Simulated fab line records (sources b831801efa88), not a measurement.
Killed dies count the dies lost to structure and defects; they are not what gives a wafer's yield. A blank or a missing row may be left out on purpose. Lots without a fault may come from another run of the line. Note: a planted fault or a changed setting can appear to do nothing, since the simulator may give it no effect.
Which tool is to blame? | flow gf180mcu | at 1 step of a route of 602, 14 lots with 42 wafers sampled

WHAT EACH GAUGE READ, for each wafer
GF_PSD_OVL_MEAS_08. Usual: PSD_OVL typically reads 0.7 nm, with standard deviation 1.3.
lot  | measured     | on         | PSD_OVL (nm)   | flag
L710 | day 14 08:16 | overlay-01 | 0.2 1.6 -0.7   |
L712 | day 15 02:53 | overlay-01 | -0.5 0.1 -0.4  |
L713 | day 15 10:41 | overlay-02 | 0.8 1.4 0.7    |
L715 | day 15 21:59 | overlay-01 | 0.2 -0.5 1.3   |
L717 | day 16 16:20 | overlay-02 | -2.4 -2.8 -1.0 |
L718 | day 17 04:20 | overlay-02 | -0.5 1.6 2.6   |
L724 | day 19 02:13 | overlay-01 | 0.6 1.2 0.8    |
L727 | day 20 05:41 | overlay-01 | 3.2 1.1 -0.6   |
L728 | day 20 10:19 | overlay-01 | 1.7 2.1 1.0    |
L729 | day 20 17:32 | overlay-01 | 0.9 -1.4 -0.8  |
L730 | day 21 03:56 | overlay-02 | -0.2 -0.9 1.2  |
L731 | day 21 13:26 | overlay-01 | 0.9 1.5 0.5    |
L732 | day 21 19:22 | overlay-01 | 2.2 4.1 1.7    |
L733 | day 22 08:55 | overlay-01 | 1.6 0.5 1.0    |

WHAT TOOL EACH LOT RAN ON (gives the tool, then ch and the chambers of the sampled wafers, and finally the start)
No process step before these readings appears in the record.

WHAT THE TOOLS THEMSELVES READ (means of the sampled wafers that have a number; where no wafer has one, the mark that the record gives instead)
The record holds no such reading with a usual standard deviation.

THE ANSWER, worked out from the rows above alone
Rule: lot off if the mean of its wafers having a number is beyond 3 standard deviations from the usual mean. A lot without any number at a reading at which 4 lots or more have one is off too. All remaining lots with rows at the step are treated as sound. The gauges are gone through in route order, then the tools' own readings, and for those a lot's mean is taken as printed above. At the first step where some lot is off, the reading lying furthest off is the one used; lots without a number count as furthest.
No lot is off on any of the readings shown, so nothing can be concluded from this.

WHAT THE SIMULATOR PUT IN
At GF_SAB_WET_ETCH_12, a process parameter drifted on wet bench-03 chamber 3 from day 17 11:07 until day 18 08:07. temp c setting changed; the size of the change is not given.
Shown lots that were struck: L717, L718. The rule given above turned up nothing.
